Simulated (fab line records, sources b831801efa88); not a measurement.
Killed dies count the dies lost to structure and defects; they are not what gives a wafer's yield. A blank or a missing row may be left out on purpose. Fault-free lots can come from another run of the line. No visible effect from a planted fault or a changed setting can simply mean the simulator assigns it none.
The tool behind it: which one? | flow gf180mcu | 14 lots, 42 wafers sampled, at 5 steps of a route of 602

== WHAT THE GAUGES SHOWED, per wafer ==
GF_PSD_RS_MEAS_14: measures by four-point-probe. Usual: for NSD_RS the level is 46.15 ohm/sq and the standard deviation is 0.096.
lot  | measured     | on            | NSD_RS (ohm/sq)   | flag
L584 | day 14 06:47 | film_metro-03 | 46.09 46.07 46.23 |
L585 | day 14 16:52 | film_metro-04 | 46.17 46.11 46.11 |
L586 | day 14 21:49 | film_metro-03 | 46.07 46.14 46.15 |
L587 | day 15 07:37 | film_metro-02 | 46.24 46.16 46.17 |
L588 | day 15 17:54 | film_metro-03 | 46.34 46.18 46.26 |
L589 | day 15 21:22 | film_metro-03 | 46.09 46.11 46.00 |
L591 | day 16 21:58 | film_metro-02 | 46.28 46.30 46.23 |
L592 | day 17 04:31 | film_metro-02 | 46.19 46.32 46.22 |
L593 | day 17 08:14 | film_metro-04 | 46.01 46.09 46.11 |
L594 | day 17 23:26 | film_metro-03 | 45.94 46.04 45.87 |
L595 | day 18 05:10 | film_metro-02 | 46.05 46.28 46.19 |
L605 | day 21 16:52 | film_metro-04 | 46.71 46.58 46.71 | OFF
L606 | day 21 21:01 | film_metro-02 | 46.88 47.05 46.89 | OFF
L607 | day 22 07:40 | film_metro-02 | 46.14 46.15 46.37 |

GF_M1_OVL_MEAS_15. Usual: for M1_OVL the level is 0 nm and the standard deviation is 5.9.
lot  | measured     | on         | M1_OVL (nm) | flag
L584 | day 17 04:54 | overlay-01 | 3 2 -1      |
L585 | day 17 16:29 | overlay-02 | -9 -13 -5   |
L586 | day 17 21:29 | overlay-02 | -9 1 -7     |
L587 | day 18 07:53 | overlay-01 | 3 -6 4      |
L588 | day 18 19:19 | overlay-01 | 3 0 4       |
L589 | day 19 00:29 | overlay-01 | -12 -13 -8  |
L591 | day 20 01:32 | overlay-02 | 1 1 3       |
L592 | day 20 07:08 | overlay-01 | 4 -1 6      |
L593 | day 20 11:52 | overlay-01 | -1 -4 0     |
L594 | day 21 03:20 | overlay-01 | -5 1 -2     |
L595 | day 21 09:05 | overlay-02 | -1 -3 0     |
L605 | day 24 16:03 | overlay-02 | -1 4 -2     |
L606 | day 24 19:41 | overlay-02 | 11 -3 11    |
L607 | day 25 06:11 | overlay-02 | 4 -4 4      |

GF_V1_BOW_MEAS_05. Usual: for V1_BOW the level is 83 um and the standard deviation is 8.2.
lot  | measured     | on            | V1_BOW (um) | flag
L584 | day 17 06:15 | film_metro-04 | 78 83 87    |
L585 | day 17 17:45 | film_metro-01 | 77 68 67    |
L586 | day 17 22:49 | film_metro-02 | 86 77 83    |
L587 | day 18 09:11 | film_metro-04 | 79 77 82    |
L588 | day 18 20:35 | film_metro-02 | 86 97 83    |
L589 | day 19 01:46 | film_metro-02 | 79 79 81    |
L591 | day 20 02:49 | film_metro-02 | 91 95 89    |
L592 | day 20 08:34 | film_metro-01 | 83 86 85    |
L593 | day 20 13:10 | film_metro-01 | 78 88 80    |
L594 | day 21 04:56 | film_metro-02 | 77 74 84    |
L595 | day 21 10:23 | film_metro-02 | 79 85 82    |
L605 | day 24 17:19 | film_metro-02 | 81 80 88    |
L606 | day 24 20:58 | film_metro-02 | 66 85 75    |
L607 | day 25 07:27 | film_metro-01 | 83 75 81    |

== EACH LOT AND THE TOOL THAT RAN IT (in order: tool; ch and the chambers of the sampled wafers; start) ==
lot  | GF_NSD_IMPLANT_10               | GF_M1_SPUTTER_01
L584 | implanter-03 ch 0, day 13 09:23 | pvd_sputter-01, day 16 05:59
L585 | implanter-04 ch 0, day 13 19:01 | pvd_sputter-02, day 16 17:31
L586 | implanter-03 ch 0, day 14 00:17 | pvd_sputter-01, day 16 21:29
L587 | implanter-03 ch 0, day 14 09:17 | pvd_sputter-01, day 17 08:13
L588 | implanter-02 ch 0, day 14 18:44 | pvd_sputter-03, day 17 19:11
L589 | implanter-03 ch 0, day 14 22:31 | pvd_sputter-02, day 17 23:35
L591 | implanter-02 ch 0, day 15 22:19 | pvd_sputter-03, day 19 01:16
L592 | implanter-04 ch 0, day 16 05:01 | pvd_sputter-01, day 19 07:05
L593 | implanter-04 ch 0, day 16 08:26 | pvd_sputter-01, day 19 11:25
L594 | implanter-02 ch 0, day 16 23:28 | pvd_sputter-03, day 20 02:37
L595 | implanter-03 ch 0, day 17 05:23 | pvd_sputter-01, day 20 08:19
L605 | implanter-02 ch 0, day 20 16:32 | pvd_sputter-02, day 23 18:08
L606 | implanter-02 ch 0, day 20 21:04 | pvd_sputter-01, day 23 21:23
L607 | implanter-03 ch 0, day 21 07:15 | pvd_sputter-02, day 24 07:40
- GF_NSD_IMPLANT_10
- GF_M1_SPUTTER_01: material TiN, target thk 30 nm, time 25 s.

== AS READ BY THE TOOLS THEMSELVES (means over the sampled wafers that have a number; for cases with no such wafer, the mark the record gives instead) ==
GF_NSD_IMPLANT_10. Usual: end_station_pressure_torr reads 7.2e-06 Torr (standard deviation 3.6e-07).
lot  | tool         | end_station_pressure_torr (Torr) | flag
L584 | implanter-03 | 7.5e-06                          |
L585 | implanter-04 | 7.2e-06                          |
L586 | implanter-03 | 7.4e-06                          |
L587 | implanter-03 | 7.3e-06                          |
L588 | implanter-02 | 7.5e-06                          |
L589 | implanter-03 | 7.3e-06                          |
L591 | implanter-02 | 7.4e-06                          |
L592 | implanter-04 | 7.5e-06                          |
L593 | implanter-04 | 7.2e-06                          |
L594 | implanter-02 | 7.4e-06                          |
L595 | implanter-03 | 7.4e-06                          |
L605 | implanter-02 | 6.9e-06                          |
L606 | implanter-02 | 6.8e-06                          |
L607 | implanter-03 | 7.3e-06                          |

GF_M1_SPUTTER_01. Usual: throttle_valve_pct reads 29.9 % (standard deviation 1.4).
lot  | tool           | throttle_valve_pct (%) | flag
L584 | pvd_sputter-01 | 30.0                   |
L585 | pvd_sputter-02 | 30.8                   |
L586 | pvd_sputter-01 | 30.0                   |
L587 | pvd_sputter-01 | 29.7                   |
L588 | pvd_sputter-03 | 29.6                   |
L589 | pvd_sputter-02 | 30.2                   |
L591 | pvd_sputter-03 | 29.5                   |
L592 | pvd_sputter-01 | 30.8                   |
L593 | pvd_sputter-01 | 30.2                   |
L594 | pvd_sputter-03 | 28.9                   |
L595 | pvd_sputter-01 | 29.5                   |
L605 | pvd_sputter-02 | 29.6                   |
L606 | pvd_sputter-01 | 30.1                   |
L607 | pvd_sputter-02 | 29.9                   |

== THE ANSWER, worked out from the rows above alone ==
Rule: a lot is off if the mean of its wafers that have a number lies more than 3 standard deviations from the usual mean. Also off: a lot with no number at a reading for which 4 or more lots have one. Where the step has rows for the other lots, those lots are counted as sound. Order of review: gauges by route order, followed by the tools' own readings, for which a lot's mean as printed above is used. At the first step where some lot is off, the reading lying furthest off is the one used; lots without a number count as furthest.
Off: L605, L606, at GF_PSD_RS_MEAS_14 (NSD_RS).
If a tool, at a process step before that reading, ran all the lots that are off and no sound lot after the first of them, it fits. Those tools and the gauges at GF_PSD_RS_MEAS_14 are tried in the same way. One fits: GF_NSD_IMPLANT_10 on implanter-02. A fault onset in the window from L594 (day 16 23:28, its last sound lot) to L605 (day 20 16:32, its first lot off) fits.
The tool's own readings at GF_NSD_IMPLANT_10 bear it out: on the lots that are off they differ by more than 5 times the standard deviation of the sound lots' means. end_station_pressure_torr reads 6.9e-06 Torr there against 7.4e-06 Torr on the sound lots.

== WHAT WAS PUT IN BY THE SIMULATOR ==
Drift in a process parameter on implanter-02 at GF_NSD_IMPLANT_10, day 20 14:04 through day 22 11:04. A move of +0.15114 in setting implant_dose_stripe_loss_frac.
Lots struck among those shown: L605, L606. The rule above found the same.
